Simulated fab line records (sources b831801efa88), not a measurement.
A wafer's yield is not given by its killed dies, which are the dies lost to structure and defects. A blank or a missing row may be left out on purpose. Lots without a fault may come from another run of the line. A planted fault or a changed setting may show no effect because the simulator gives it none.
A struck lot beside a sound one :: flow sfqLine :: 42 out of 325 route steps
Sound: wafers L661.1, L661.4, L661.5. Struck: wafers L657.1, L657.4, L657.6. The cause comes at the end.
Each step with rows lists, per side, the tool, then ch with its chambers, then its first start. Under that, the readings that differ: sound wafers :: struck wafers :: difference of the means :: sigmas: that difference in standard deviations of wafers without a fault.
alike: same words and numbers on both sides, and readings whose means sit less than 2 such deviations apart. not compared: any withheld reading, any reading some wafer has no value for, any bound like >300 that may hide the same value, and any number with overlapping values for which the record gives no deviation.
A row with sigmas, a row that says differs or no value, or rows on one side alone: a step with any of these is where the two part. When numbers do not overlap yet have no deviation, they are printed without sigmas and do not part them. Lack of a reading on every wafer of one side parts them only where that side has two or more wafers.

first, 6 steps without rows for these wafers: SFQ_TRILAYER_I1_VIA_LITHO_COAT_054 (resist thk 62 nm); SFQ_TRILAYER_I1_VIA_LITHO_COAT_049 (resist thk 650 nm); SFQ_TRILAYER_I1_VIA_LITHO_SOFTBAKE_053; SFQ_TRILAYER_I1_VIA_LITHO_EXPOSE_050 (exposes mask I1, target cd 500 nm); SFQ_TRILAYER_I1_VIA_LITHO_PEB_052 (peb time 60 s); SFQ_TRILAYER_I1_VIA_LITHO_DEVELOP_051 (time 60 s).
SFQ_I1_OVL_MEAS_913:
  sound: overlay-02 at day 36 20:43; struck: overlay-02 at day 35 07:43
  alike: I1_OVL
SFQ_TRILAYER_I1_VIA_BARC_OPEN_VIA_ETCH_071: etches BARC in O2, target depth 125 nm, time 41.7 s.
  sound on rieDiel-04 ch 1,3, day 36 20:45; struck on rieDiel-04 ch 1,2,3, day 35 07:45
  alike: drypumpMotorCurrentA, oesProductAu
  not compared: rfHoursCounterH
SFQ_TRILAYER_I1_VIA_ETCH_VIA_ETCH_052: etches SiO2 in CHF3, stops on Nb, target depth 260 nm.
  sound on rieDiel-04 ch 1,3, day 36 20:47; struck on rieDiel-04 ch 1,2,3, day 35 07:47
  alike: drypumpMotorCurrentA, oesProductAu
then, 3 steps without rows for these wafers: SFQ_TRILAYER_I1_VIA_STRIP_STRIP_053 (strips in O2); SFQ_TRILAYER_I1_VIA_STRIP_SOLV_CLEAN_054 (cleans in NMP, time 600 s); SFQ_TRILAYER_M2_DEP_PRE_CLEAN_056 (time 22.5 s).
SFQ_TRILAYER_M2_DEP_SPUTTER_055: material Nb, target thk 200 nm, time 133.3 s.
  sound: pvdSputter-05 at day 36 21:42; struck: pvdSputter-06 at day 35 08:42
reading: cathodeDcPowerW (W)
sound: 1999.1 2000.3 2000.1
struck: 1721.6 1721.7 1721.7
difference: -278.2
sigmas: -99 or more

reading: model.Nb_of_TRILAYER_M2_DEP_SPUTTER_055.thkNm (nm)
sound: 202.6 200.5 200
struck: 174 171.3 173.7
difference: -28
sigmas: 
  alike: chamberPressurePa, throttleValvePct
SFQ_M2_RS_MEAS_914: a four-point-probe measurement.
  sound: filmMetro-01 at day 36 21:47; struck: filmMetro-02 at day 35 08:47
reading: M2_NB_RS (ohm/sq)
sound: 0.878 0.886 0.891
struck: 1.026 1.045 1.028
difference: +0.148
sigmas: +12
then, 6 steps without rows for these wafers: SFQ_TRILAYER_M2_LITHO_COAT_062 (resist thk 62 nm); SFQ_TRILAYER_M2_LITHO_COAT_057 (resist thk 600 nm); SFQ_TRILAYER_M2_LITHO_SOFTBAKE_061; SFQ_TRILAYER_M2_LITHO_EXPOSE_058 (exposes mask M2, target cd 500 nm); SFQ_TRILAYER_M2_LITHO_PEB_060 (peb time 60 s); SFQ_TRILAYER_M2_LITHO_DEVELOP_059 (time 60 s).
SFQ_M2_OVL_MEAS_916:
  sound: overlay-01 at day 37 00:21; struck: overlay-02 at day 35 21:02
  alike: M2_OVL
then, 1 step without rows for these wafers: SFQ_TRILAYER_M2_BARC_OPEN_METAL_ETCH_077 (etches BARC in O2, target depth 125 nm, time 41.7 s).
SFQ_TRILAYER_M2_ETCH_METAL_ETCH_060: etches Nb in Cl2/Ar, stops on SiO2, target depth 240 nm, time 120 s.
  sound on rieMetal-03 ch 0,1, day 37 00:26; struck on rieMetal-03 ch 0,1, day 35 21:08
reading: oesProductAu (a.u.)
sound: 0.896 0.893 0.894
struck: 0.824 0.825 0.832
difference: -0.067
sigmas: -8
  alike: drypumpMotorCurrentA, heBacksideLeakSccm
  not compared: rfHoursCounterH
then, 3 steps without rows for these wafers: SFQ_TRILAYER_M2_STRIP_STRIP_061 (strips in O2); SFQ_TRILAYER_M2_STRIP_SOLV_CLEAN_062 (cleans in NMP, time 600 s); SFQ_TRILAYER_I2_DEP_PECVD_063 (deposits SiO2 from SiH4/N2O, time 111.11 s, target thk 500 nm).
SFQ_TRILAYER_I2_CMP_CMP_064: polishes SiO2.
  sound on cmp-02 ch 1,2,3, day 37 04:11; struck on cmp-02 ch 1,2,3, day 36 00:44
  alike: motorCurrentA, retainingRingPressureFrac, timeToEndpointS
SFQ_I2_BOW_MEAS_917:
  sound: filmMetro-04 at day 37 06:11; struck: filmMetro-02 at day 36 02:44
  alike: I2_BOW
SFQ_TRILAYER_I2_METRO_MEASURE_065:
  sound: filmMetro-04 at day 37 06:18; struck: filmMetro-02 at day 36 02:52
  alike: thkNm
then, 6 steps without rows for these wafers: SFQ_TRILAYER_I2_VIA_LITHO_COAT_072 (resist thk 62 nm); SFQ_TRILAYER_I2_VIA_LITHO_COAT_067 (resist thk 650 nm); SFQ_TRILAYER_I2_VIA_LITHO_SOFTBAKE_071; SFQ_TRILAYER_I2_VIA_LITHO_EXPOSE_068 (exposes mask I2, target cd 500 nm); SFQ_TRILAYER_I2_VIA_LITHO_PEB_070 (peb time 60 s); SFQ_TRILAYER_I2_VIA_LITHO_DEVELOP_069 (time 60 s).
-- the record jumps here: 6 days lie between the struck wafers' starts before and after --
SFQ_I2_OVL_MEAS_918:
  sound: overlay-01 at day 43 08:16; struck: overlay-02 at day 41 23:43
reading: I2_OVL (nm)
sound: -6 -7 -1
struck: 4 5 5
difference: +9
sigmas: +2
then, 1 step without rows for these wafers: SFQ_TRILAYER_I2_VIA_BARC_OPEN_VIA_ETCH_096 (etches BARC in O2, target depth 125 nm, time 41.7 s).
SFQ_TRILAYER_I2_VIA_ETCH_VIA_ETCH_070: etches SiO2 in CHF3, stops on Nb, target depth 260 nm.
  sound on rieDiel-03 ch 0,2,3, day 43 08:20; struck on rieDiel-04 ch 0,1,3, day 41 23:47
  alike: drypumpMotorCurrentA, oesProductAu
then, 3 steps without rows for these wafers: SFQ_TRILAYER_I2_VIA_STRIP_STRIP_071 (strips in O2); SFQ_TRILAYER_I2_VIA_STRIP_SOLV_CLEAN_072 (cleans in NMP, time 600 s); SFQ_TRILAYER_M3_DEP_PRE_CLEAN_074 (time 22.5 s).
-- the record jumps here: 44 days lie between the struck wafers' starts before and after --
SFQ_M8_BOW_MEAS_951:
  sound: filmMetro-04 at day 86 10:05; struck: filmMetro-03 at day 85 19:28
reading: model.etest.m2.ohmUm
sound: 1.748 1.773 1.774
struck: 2.047 2.082 2.043
difference: +0.292
sigmas: 

reading: model.etest.i1.linkOhm
sound: 1.956 1.972 1.969
struck: 2.128 2.151 2.138
difference: +0.173
sigmas: 

reading: model.etest.i2.linkOhm
sound: 1.935 1.953 1.954
struck: 2.092 2.118 2.102
difference: +0.157
sigmas: 

reading: model.etest.m2.ohmSq
sound: 0.8784 0.8872 0.8898
struck: 1.023 1.039 1.024
difference: +0.144
sigmas: 
  alike: M8_BOW

== WHERE THEY PART ==
At SFQ_TRILAYER_M2_DEP_SPUTTER_055 first; at SFQ_I2_OVL_MEAS_918 last (within this record only). Later steps at which nothing parts them and some readings are alike: SFQ_TRILAYER_I2_VIA_ETCH_VIA_ETCH_070, SFQ_M8_BOW_MEAS_951.

WHY: what had been put in by the simulator
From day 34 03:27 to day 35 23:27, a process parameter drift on pvdSputter-06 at SFQ_TRILAYER_M2_DEP_SPUTTER_055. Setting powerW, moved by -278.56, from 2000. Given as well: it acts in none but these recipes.
